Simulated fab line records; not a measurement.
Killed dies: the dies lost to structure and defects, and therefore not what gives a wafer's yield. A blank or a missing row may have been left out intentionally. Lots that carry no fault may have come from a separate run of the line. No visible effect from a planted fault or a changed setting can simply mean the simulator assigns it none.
fab line records	flow sky130	part 1 of 2: steps 1 to 21 of 34
[record] lots = 5	wafers = 15	last_day = 50
route steps=708 shown POLY_GATE@223 LDD_N@237 LDD_P@255
lots untouched by any fault: they come from a run of this same line in which no faults occurred
start_h: the number of hours between the record's first day and the start of the first shown wafer of the lot	wait_h: hours elapsed since this lot's preceding step	" repeats the value in the row above	L1.1+2: one row covering several wafers at once	- no value present, or no start provided	* or withheld: withheld	< > ~ a bound
route shown NAME@n: names a module that has steps shown in the file, with the first one's number in the route	usual: mean and standard deviation over wafers with no fault	same: alike in all rows	chamber/n: place in a boat	sites: readings site by site	_std_site: standard deviation across them	_edge_site: inner sites' mean taken away from outer sites' mean	radius_mm: how far each site lies from the wafer's centre	mask NAME#n: copy n	behind: tool/chamber where the wafer was last shaped	hold: why the lot was held/for how many hours/how that ended	device: the n, p or np transistor that did not switch	end of line: tests run on the same wafers once the route is complete	a step with no rows: only its recipe	killed: at the first sort, the dies lost to defects and structure; wafer yield is something else	map: a wafer's dies, x killed, . not, _ none there
set.NAME: setting as actually run; set.NAME@STEP: the setting as run at that earlier step	model.NAME: the simulator's own value behind a step, which no gauge read
lots at selected steps of the route; one table per step, one row per wafer
services: the hour from which a tool's chamber was out of use, counted from the record's first day as start_h (under 0 if before that day), plus the number of hours and why
[[steps]]
[step SKY_POLY_GATE_SOFTBAKE_09]
[recipe] temp_c = 100	time_s = 90	resist = KrF-thick
[usual] exhaust_pa = 45.1/0.8	plate_temp_C = 99.94/0.12
lot.wafer	tool	chamber	start_h	wait_h	exhaust_pa	plate_temp_C
L082.1	litho_track-04	0	-	-	44.6	99.97
L082.4	"	0	"	"	45.0	99.78
L082.5	"	0	"	"	44.7	100.17
L083.2	litho_track-02	0	-	-	44.3	100.06
L083.4	"	0	"	"	44.2	99.90
L083.6	"	0	"	"	44.6	99.94
L087.1	litho_track-03	0	-	-	45.3	99.91
L087.2	"	0	"	"	43.8	99.90
L087.3	"	0	"	"	43.9	99.96
L091.1	litho_track-04	0	-	-	45.2	100.01
L091.3	"	0	"	"	45.3	100.00
L091.5	"	0	"	"	45.4	99.86
L095.1	litho_track-03	0	-	-	45.4	99.83
L095.3	"	0	"	"	45.4	99.60
L095.4	"	0	"	"	45.2	99.97
[step SKY_POLY_GATE_EXPOSE_10]
[recipe] mask_id = P1M	na = 0.68	source_shape = conventional	sigma_outer = 0.6	target_cd_nm = 150	dose_mj = 28
[usual] stage_vel_mm_s = 499.98/0.21
lot.wafer	tool	chamber	start_h	wait_h	mask	stage_vel_mm_s
L082.1	krf_scanner-02	0	-	-	P1M#0	500.41
L082.4	"	0	"	"	P1M#0	500.32
L082.5	"	0	"	"	P1M#0	500.29
L083.2	krf_scanner-02	0	-	-	P1M#0	500.03
L083.4	"	0	"	"	P1M#0	499.80
L083.6	"	0	"	"	P1M#0	499.97
L087.1	krf_scanner-02	0	-	-	P1M#0	499.66
L087.2	"	0	"	"	P1M#0	500.08
L087.3	"	0	"	"	P1M#0	500.06
L091.1	krf_scanner-01	0	-	-	P1M#0	500.12
L091.3	"	0	"	"	P1M#0	500.27
L091.5	"	0	"	"	P1M#0	500.20
L095.1	krf_scanner-02	0	-	-	P1M#0	500.07
L095.3	"	0	"	"	P1M#0	499.82
L095.4	"	0	"	"	P1M#0	499.51
[step SKY_POLY_GATE_PEB_11]
[recipe] peb_temp_c = withheld	peb_time_s = withheld	resist = KrF-thick
[usual] exhaust_pa = 45.0/0.94
lot.wafer	tool	chamber	start_h	wait_h	exhaust_pa
L082.1	litho_track-03	0	-	-	45.0
L082.4	"	0	"	"	46.2
L082.5	"	0	"	"	45.0
L083.2	litho_track-02	0	-	-	44.4
L083.4	"	0	"	"	45.3
L083.6	"	0	"	"	45.0
L087.1	litho_track-02	0	-	-	45.7
L087.2	"	0	"	"	46.1
L087.3	"	0	"	"	45.6
L091.1	litho_track-02	0	-	-	45.0
L091.3	"	0	"	"	45.5
L091.5	"	0	"	"	45.6
L095.1	litho_track-02	0	-	-	46.3
L095.3	"	0	"	"	46.0
L095.4	"	0	"	"	47.3
[step SKY_POLY_GATE_DEVELOP_12]
[recipe] develop_time_s = 60	resist = KrF-thick	dev_temp_c = 21
[usual] exhaust_pa = 45.2/0.95
lot.wafer	tool	chamber	start_h	wait_h	exhaust_pa
L082.1	litho_track-03	0	-	-	45.4
L082.4	"	0	"	"	45.3
L082.5	"	0	"	"	46.0
L083.2	litho_track-02	0	-	-	45.1
L083.4	"	0	"	"	44.5
L083.6	"	0	"	"	45.6
L087.1	litho_track-02	0	-	-	46.0
L087.2	"	0	"	"	44.8
L087.3	"	0	"	"	45.5
L091.1	litho_track-02	0	-	-	47.1
L091.3	"	0	"	"	46.2
L091.5	"	0	"	"	45.8
L095.1	litho_track-02	0	-	-	45.1
L095.3	"	0	"	"	45.3
L095.4	"	0	"	"	44.2
[step SKY_POLY_GATE_CD_MEAS_13]
[recipe] target_cd_nm = 150
[usual] cd_nm = 150.2/1.2
lot.wafer	tool	chamber	start_h	wait_h	cd_nm
L082.1	cd_sem-01	-	453.56	-	150.5
L082.4	"	-	"	"	149.0
L082.5	"	-	"	"	149.0
L083.2	cd_sem-02	-	458.38	-	152.2
L083.4	"	-	"	"	149.8
L083.6	"	-	"	"	151.1
L087.1	cd_sem-01	-	492.66	-	149.8
L087.2	"	-	"	"	150.0
L087.3	"	-	"	"	150.6
L091.1	cd_sem-01	-	529.51	-	150.3
L091.3	"	-	"	"	149.0
L091.5	"	-	"	"	149.4
L095.1	cd_sem-02	-	556.51	-	151.1
L095.3	"	-	"	"	151.0
L095.4	"	-	"	"	151.2
[step SKY_POLY_GATE_OVL_MEAS_14]
[usual] POLY_GATE_OVL = 0/5
lot.wafer	tool	chamber	start_h	wait_h	POLY_GATE_OVL[nm]
L082.1	overlay-02	-	453.68	0.1	8
L082.4	"	-	"	"	-2
L082.5	"	-	"	"	8
L083.2	overlay-02	-	458.49	0.1	7
L083.4	"	-	"	"	-1
L083.6	"	-	"	"	9
L087.1	overlay-01	-	492.78	0.1	2
L087.2	"	-	"	"	6
L087.3	"	-	"	"	4
L091.1	overlay-01	-	529.63	0.1	4
L091.3	"	-	"	"	3
L091.5	"	-	"	"	2
L095.1	overlay-02	-	556.63	0.1	-7
L095.3	"	-	"	"	-5
L095.4	"	-	"	"	-6
[step SKY_POLY_GATE_ETCH_15]
[recipe] chemistry = N2/H2	target = BARC	ion_energy_ev = 200	source_w = 500	bias_w = 100	pressure_mtorr = 30	n2_flow_sccm = 100	h2_flow_sccm = 200	stop_on = SiO2	time_s = 118.5	target_depth_a = 1100
[usual] bias_w = 99.99/0.27	chamber_pressure_mTorr = 30.002/0.025	drypump_motor_current_A = 5.5/0.46	oes_product_au = 0.716/0.0045	throttle_valve_pct = 13.214/0.0083
lot.wafer	tool	chamber	start_h	wait_h	bias_w	chamber_pressure_mTorr	drypump_motor_current_A	oes_product_au	rf_hours_counter_h	throttle_valve_pct
L082.1	rie_diel-03	2	453.71	0.0	99.93	29.979	4.7	0.714	5	13.221
L082.4	"	1	"	"	99.78	30.006	6.1	0.724	54	13.215
L082.5	"	2	"	"	100.56	29.987	4.8	0.714	-	13.228
L083.2	rie_diel-02	1	458.52	0.0	100.29	29.995	5.5	0.716	25	13.209
L083.4	"	2	"	"	100.06	29.963	5.5	0.713	-	13.209
L083.6	"	3	"	"	99.86	29.980	5.8	0.723	-	13.205
L087.1	rie_diel-03	1	492.82	0.0	100.26	30.029	6.1	0.719	55	13.199
L087.2	"	0	"	"	99.91	30.027	6.0	0.715	47	13.204
L087.3	"	2	"	"	99.61	30.014	4.8	0.715	6	13.218
L091.1	rie_diel-04	2	529.67	0.0	99.89	30.046	5.9	0.720	9	13.227
L091.3	"	0	"	"	100.08	29.996	5.2	0.719	3	13.221
L091.5	"	0	"	"	100.02	30.014	5.2	0.720	-	13.201
L095.1	rie_diel-03	0	556.67	0.0	100.14	30.010	6.0	0.711	49	13.212
L095.3	"	1	"	"	99.84	29.994	6.0	0.718	57	13.225
L095.4	"	3	"	"	99.43	30.023	5.2	0.717	3	13.205
[step SKY_POLY_GATE_ETCH_16]
[recipe] stop_on = poly-Si	chemistry = CH3F/O2	target = Si3N4	source_w = 400	bias_w = 80	pressure_mtorr = 25	ch3f_flow_sccm = 40	O2_flow_sccm = 30	time_s = 147.5	target_depth_a = 750
[usual] bias_w = 80.00/0.23	chamber_pressure_mTorr = 25.000/0.022	drypump_motor_current_A = 5.5/0.46	oes_product_au = 0.641/0.0055	throttle_valve_pct = 10.534/0.0085
lot.wafer	tool	chamber	start_h	wait_h	bias_w	chamber_pressure_mTorr	drypump_motor_current_A	oes_product_au	rf_hours_counter_h	throttle_valve_pct
L082.1	rie_diel-03	2	453.80	0.0	80.35	24.966	4.7	0.638	5	10.531
L082.4	"	1	"	"	79.28	25.033	6.1	0.648	54	10.528
L082.5	"	2	"	"	80.05	25.000	4.7	0.636	-	10.520
L083.2	rie_diel-02	1	458.60	0.0	79.63	25.050	5.5	0.639	25	10.521
L083.4	"	2	"	"	80.14	24.955	5.5	0.640	-	10.532
L083.6	"	3	"	"	80.12	24.957	5.8	0.648	-	10.532
L087.1	rie_diel-03	1	492.90	0.0	79.65	24.936	6.0	0.650	55	10.538
L087.2	"	0	"	"	80.22	25.023	6.0	0.645	47	10.530
L087.3	"	2	"	"	80.13	25.013	4.8	0.649	6	10.546
L091.1	rie_diel-04	2	529.75	0.0	79.89	25.011	5.9	0.640	9	10.539
L091.3	"	0	"	"	79.74	25.002	5.2	0.638	3	10.548
L091.5	"	0	"	"	79.92	25.002	5.3	0.635	-	10.531
L095.1	rie_diel-03	0	556.75	0.0	80.30	25.028	6.0	0.642	49	10.539
L095.3	"	1	"	"	79.90	25.009	6.1	0.640	57	10.519
L095.4	"	3	"	"	79.81	25.014	5.2	0.633	3	10.528
[step SKY_POLY_GATE_ETCH_17]
[recipe] target_depth_nm = 180	stop_on = SiO2	over_etch_frac = 0.56667	chemistry = HBr/Cl2	target = poly-Si	icp_w = 400	bias_w = 100	pressure_mtorr = 10	HBr_flow_sccm = 150	Cl2_flow_sccm = 50	time_s = 70.5
[usual] bias_w = 100.03/0.26	chamber_pressure_mTorr = 10.000/0.0089	drypump_motor_current_A = 6.0/0.55	oes_product_au = 0.987/0.0071	throttle_valve_pct = 33.685/0.0093
lot.wafer	tool	chamber	start_h	wait_h	bias_w	chamber_pressure_mTorr	drypump_motor_current_A	oes_product_au	rf_hours_counter_h	throttle_valve_pct
L082.1	rie_si-01	0	453.89	0.0	100.03	9.990	5.2	1.003	5	33.684
L082.4	"	3	"	"	99.91	10.002	6.2	0.987	5	33.681
L082.5	"	3	"	"	100.30	10.001	6.2	0.976	-	33.690
L083.2	rie_si-01	2	458.70	0.0	99.82	9.999	6.8	0.992	3	33.687
L083.4	"	3	"	"	99.81	9.994	6.1	0.994	5	33.686
L083.6	"	0	"	"	99.90	10.015	5.2	0.989	-	33.675
L087.1	rie_si-01	0	493.00	0.0	100.12	10.012	5.2	0.991	6	33.686
L087.2	"	3	"	"	100.13	9.994	6.2	0.977	5	33.682
L087.3	"	2	"	"	99.57	9.985	6.8	0.988	3	33.691
L091.1	rie_si-01	3	529.85	0.0	100.00	10.005	6.1	0.988	5	33.696
L091.3	"	0	"	"	100.30	10.005	5.2	0.989	6	33.688
L091.5	"	0	"	"	100.19	10.000	5.2	0.979	-	33.668
L095.1	rie_si-01	1	556.85	0.0	99.73	9.995	5.9	0.971	3	33.672
L095.3	"	3	"	"	99.71	10.011	6.2	0.974	5	33.694
L095.4	"	0	"	"	100.02	9.997	5.2	0.993	-	33.687
[step SKY_POLY_GATE_STRIP_18]
[recipe] chemistry = O2/N2	power_w = 1400	pressure_mtorr = 1500	platen_temp_c = withheld	o2_flow_sccm = 3000	n2_flow_sccm = 300	overash_fraction = 0.5
[usual] chamber_pressure_mTorr = 1500.1/1.5	drypump_motor_current_A = 5.6/0.32	oes_product_au = 0.362/0.0049	strip_time_to_endpoint_s = 3.177/0.025
lot.wafer	tool	chamber	start_h	wait_h	chamber_pressure_mTorr	drypump_motor_current_A	oes_product_au	rf_hours_counter_h	strip_time_to_endpoint_s
L082.1	plasma_asher-03	0	453.95	0.0	1499.1	5.6	0.362	71	3.166
L082.4	"	1	"	"	1499.4	5.8	0.358	-	3.180
L082.5	"	1	"	"	1499.6	5.8	0.363	-	3.172
L083.2	plasma_asher-02	1	458.76	0.0	1500.2	5.7	0.360	34	3.140
L083.4	"	1	"	"	1499.9	5.7	0.357	-	3.145
L083.6	"	1	"	"	1498.2	5.7	0.356	-	3.139
L087.1	plasma_asher-03	1	493.06	0.0	1498.3	5.8	0.357	75	3.173
L087.2	"	0	"	"	1499.8	5.5	0.363	75	3.184
L087.3	"	0	"	"	1500.4	5.6	0.353	-	3.156
L091.1	plasma_asher-03	0	529.91	0.0	1500.0	5.6	0.363	79	3.131
L091.3	"	1	"	"	1499.7	5.8	0.355	-	3.150
L091.5	"	0	"	"	1498.9	5.5	0.369	-	3.167
L095.1	plasma_asher-01	1	556.91	0.0	1500.2	6.1	0.370	13	3.222
L095.3	"	1	"	"	1497.0	6.1	0.354	-	3.213
L095.4	"	0	"	"	1501.1	5.0	0.364	-	3.212
[step SKY_POLY_GATE_CLEAN_19]
[recipe] chemistry = SC1/SC2	mix = 1:4:20	temp_c = 70	time_s = 150	dry = n2_spin
lot.wafer	tool	chamber	start_h	wait_h
L082.1+4+5	wet_bench-02	2	454.05	0.1
L083.2+4+6	wet_bench-03	1	458.86	0.1
L087.1+2+3	wet_bench-04	3	493.16	0.1
L091.1+3+5	wet_bench-04	1	530.01	0.1
L095.1+3+4	wet_bench-02	2	557.01	0.1
[step SKY_POLY_GATE_OXIDATION_20]
[recipe] temp_c = 850	ambient = O2	stabilise_s = 600	purge_s = 300	target_thk_a = 40	ox_time_s = 899
[usual] spike_tc_upper_C = 850.7/1.6	tube_center_temp_C_max = 852.2/0.32
[same] purge_s = 300
lot.wafer	tool	chamber	start_h	wait_h	spike_tc_upper_C	tube_center_temp_C_max
L082.1	furnace-02	0	454.75	0.6	853.3	851.9
L082.4	"	0	"	"	852.4	851.7
L082.5	"	0	"	"	851.1	852.7
L083.2	furnace-01	0	458.91	0.0	850.4	851.9
L083.4	"	0	"	"	849.4	852.0
L083.6	"	0	"	"	851.0	852.8
L087.1	furnace-01	0	493.21	0.0	849.8	851.9
L087.2	"	0	"	"	849.4	852.4
L087.3	"	0	"	"	849.9	852.6
L091.1	furnace-02	0	531.49	1.4	852.4	852.2
L091.3	"	0	"	"	851.3	852.4
L091.5	"	0	"	"	852.1	852.0
L095.1	furnace-02	0	557.06	0.0	853.7	851.8
L095.3	"	0	"	"	851.9	851.8
L095.4	"	0	"	"	853.0	851.9
[step SKY_POLY_GATE_THK_MEAS_21]
[recipe] reads = SiO2_of_POLY_GATE_OXIDATION_20
[usual] POLY_GATE_OXIDATION_THK = 4.03/0.076
lot.wafer	tool	chamber	start_h	wait_h	POLY_GATE_OXIDATION_THK[nm]
L082.1	film_metro-02	-	456.00	0.0	3.99
L082.4	"	-	"	"	4.00
L082.5	"	-	"	"	3.94
L083.2	film_metro-03	-	460.17	0.0	4.11
L083.4	"	-	"	"	4.04
L083.6	"	-	"	"	4.05
L087.1	film_metro-02	-	494.46	0.0	4.01
L087.2	"	-	"	"	4.11
L087.3	"	-	"	"	4.16
L091.1	film_metro-02	-	532.74	0.0	3.98
L091.3	"	-	"	"	3.95
L091.5	"	-	"	"	3.99
L095.1	film_metro-03	-	558.31	0.0	4.04
L095.3	"	-	"	"	4.05
L095.4	"	-	"	"	3.99
[step SKY_POLY_GATE_CD_MEAS_22]
[usual] cd_nm = 150.1/1.6
lot.wafer	tool	chamber	start_h	wait_h	cd_nm
L082.1	cd_sem-02	-	456.06	0.1	151.2
L082.4	"	-	"	"	148.7
L082.5	"	-	"	"	150.4
L083.2	cd_sem-02	-	460.24	0.1	152.5
L083.4	"	-	"	"	148.8
L083.6	"	-	"	"	152.3
L087.1	cd_sem-02	-	494.52	0.1	151.0
L087.2	"	-	"	"	151.3
L087.3	"	-	"	"	151.7
L091.1	cd_sem-01	-	532.80	0.1	149.8
L091.3	"	-	"	"	149.3
L091.5	"	-	"	"	150.8
L095.1	cd_sem-01	-	558.37	0.1	152.0
L095.3	"	-	"	"	151.5
L095.4	"	-	"	"	151.1
[step SKY_LDD_N_DEHYDRATE_00]
[recipe] temp_c = 200	time_s = 60
[usual] exhaust_pa = 44.8/0.92	plate_temp_C = 200.02/0.14
lot.wafer	tool	chamber	start_h	wait_h	exhaust_pa	plate_temp_C
L082.1	litho_track-02	0	471.16	15.1	44.6	199.91
L082.4	"	0	"	"	43.9	200.04
L082.5	"	0	"	"	43.7	200.37
L083.2	litho_track-03	0	475.23	15.0	45.5	199.87
L083.4	"	0	"	"	45.4	199.74
L083.6	"	0	"	"	45.9	199.86
L087.1	litho_track-03	0	509.51	15.0	44.3	199.69
L087.2	"	0	"	"	43.1	199.88
L087.3	"	0	"	"	44.4	199.97
L091.1	litho_track-01	0	547.35	14.5	43.7	200.06
L091.3	"	0	"	"	44.2	200.23
L091.5	"	0	"	"	44.5	199.93
L095.1	litho_track-01	0	573.35	15.0	44.2	200.05
L095.3	"	0	"	"	43.4	200.04
L095.4	"	0	"	"	44.7	200.33
[step SKY_LDD_N_HMDS_01]
[recipe] prime_time_s = 60	prime_temp_c = 120
[usual] exhaust_pa = 45.1/0.92
lot.wafer	tool	chamber	start_h	wait_h	exhaust_pa
L082.1	litho_track-02	0	471.31	0.1	47.2
L082.4	"	0	"	"	45.5
L082.5	"	0	"	"	44.3
L083.2	litho_track-03	0	475.38	0.1	43.1
L083.4	"	0	"	"	44.5
L083.6	"	0	"	"	43.7
L087.1	litho_track-03	0	509.66	0.1	46.2
L087.2	"	0	"	"	46.2
L087.3	"	0	"	"	44.9
L091.1	litho_track-01	0	547.50	0.1	45.3
L091.3	"	0	"	"	46.7
L091.5	"	0	"	"	44.9
L095.1	litho_track-01	0	573.50	0.1	45.6
L095.3	"	0	"	"	45.6
L095.4	"	0	"	"	45.7
[step SKY_LDD_N_COAT_02]
[recipe] resist = NOVOLAK	spin_rpm = 3000	resist_thk_nm = 300
[usual] dispense_pressure_kPa = 54.2/2.5	exhaust_pa = 45.0/0.91
lot.wafer	tool	chamber	start_h	wait_h	dispense_pressure_kPa	exhaust_pa
L082.1	litho_track-02	0	471.46	0.1	56.3	45.3
L082.4	"	0	"	"	56.3	45.2
L082.5	"	0	"	"	56.3	45.7
L083.2	litho_track-03	0	475.53	0.1	56.3	44.3
L083.4	"	0	"	"	56.3	45.0
L083.6	"	0	"	"	56.3	45.1
L087.1	litho_track-03	0	509.81	0.1	56.3	45.4
L087.2	"	0	"	"	56.3	46.6
L087.3	"	0	"	"	56.3	44.5
L091.1	litho_track-01	0	547.65	0.1	51.3	44.4
L091.3	"	0	"	"	51.3	43.2
L091.5	"	0	"	"	51.3	44.7
L095.1	litho_track-01	0	573.65	0.1	51.3	45.4
L095.3	"	0	"	"	51.3	45.1
L095.4	"	0	"	"	51.3	44.8
[step SKY_LDD_N_SOFTBAKE_03]
[recipe] temp_c = 90	time_s = 60	resist = NOVOLAK
[usual] exhaust_pa = 45.1/1	plate_temp_C = 90.04/0.12
lot.wafer	tool	chamber	start_h	wait_h	exhaust_pa	plate_temp_C
L082.1	litho_track-02	0	471.61	0.1	46.5	90.01
L082.4	"	0	"	"	46.7	90.11
L082.5	"	0	"	"	45.6	90.03
L083.2	litho_track-03	0	475.68	0.1	46.4	89.95
L083.4	"	0	"	"	45.0	89.92
L083.6	"	0	"	"	45.6	89.79
L087.1	litho_track-03	0	509.96	0.1	46.3	89.99
L087.2	"	0	"	"	46.2	89.87
L087.3	"	0	"	"	45.5	90.01
L091.1	litho_track-01	0	547.80	0.1	44.2	89.76
L091.3	"	0	"	"	44.7	90.05
L091.5	"	0	"	"	44.7	89.95
L095.1	litho_track-01	0	573.80	0.1	46.2	90.25
L095.3	"	0	"	"	46.3	90.15
L095.4	"	0	"	"	46.3	90.04
[step SKY_LDD_N_EXPOSE_04]
[recipe] mask_id = NTM	target_cd_nm = 840	na = 0.6	source_shape = conventional	sigma_outer = 0.6	dose_mj = 110
[usual] stage_vel_mm_s = 500.00/0.25
lot.wafer	tool	chamber	start_h	wait_h	mask	stage_vel_mm_s
L082.1	iline_stepper-02	0	-	-	NTM#0	500.01
L082.4	"	0	"	"	NTM#0	500.45
L082.5	"	0	"	"	NTM#0	500.09
L083.2	iline_stepper-01	0	-	-	NTM#0	499.72
L083.4	"	0	"	"	NTM#0	499.73
L083.6	"	0	"	"	NTM#0	499.53
L087.1	iline_stepper-01	0	-	-	NTM#0	500.13
L087.2	"	0	"	"	NTM#0	500.47
L087.3	"	0	"	"	NTM#0	500.43
L091.1	iline_stepper-02	0	-	-	NTM#0	499.71
L091.3	"	0	"	"	NTM#0	499.88
L091.5	"	0	"	"	NTM#0	500.10
L095.1	iline_stepper-01	0	-	-	NTM#0	500.17
L095.3	"	0	"	"	NTM#0	500.23
L095.4	"	0	"	"	NTM#0	499.86
[step SKY_LDD_N_PEB_05]
[recipe] temp_c = withheld	time_s = *	resist = NOVOLAK
[usual] exhaust_pa = 44.9/0.87
lot.wafer	tool	chamber	start_h	wait_h	exhaust_pa
L082.1	litho_track-02	0	-	-	45.7
L082.4	"	0	"	"	45.5
L082.5	"	0	"	"	44.6
L083.2	litho_track-03	0	-	-	44.7
L083.4	"	0	"	"	43.9
L083.6	"	0	"	"	43.9
L087.1	litho_track-03	0	-	-	45.4
L087.2	"	0	"	"	45.9
L087.3	"	0	"	"	46.6
L091.1	litho_track-01	0	-	-	45.5
L091.3	"	0	"	"	45.0
L091.5	"	0	"	"	45.1
L095.1	litho_track-02	0	-	-	45.9
L095.3	"	0	"	"	45.9
L095.4	"	0	"	"	45.9
[step SKY_LDD_N_DEVELOP_06]
[recipe] develop_time_s = 60	dev_temp_c = 23
[usual] exhaust_pa = 44.9/0.77
lot.wafer	tool	chamber	start_h	wait_h	exhaust_pa
L082.1	litho_track-02	0	487.21	0.1	43.8
L082.4	"	0	"	"	43.5
L082.5	"	0	"	"	45.2
L083.2	litho_track-03	0	491.73	0.1	45.7
L083.4	"	0	"	"	44.8
L083.6	"	0	"	"	45.7
L087.1	litho_track-03	0	526.01	0.1	45.0
L087.2	"	0	"	"	43.5
L087.3	"	0	"	"	43.9
L091.1	litho_track-01	0	563.70	0.1	45.8
L091.3	"	0	"	"	45.8
L091.5	"	0	"	"	46.7
L095.1	litho_track-02	0	589.06	0.1	46.3
L095.3	"	0	"	"	46.1
L095.4	"	0	"	"	46.5
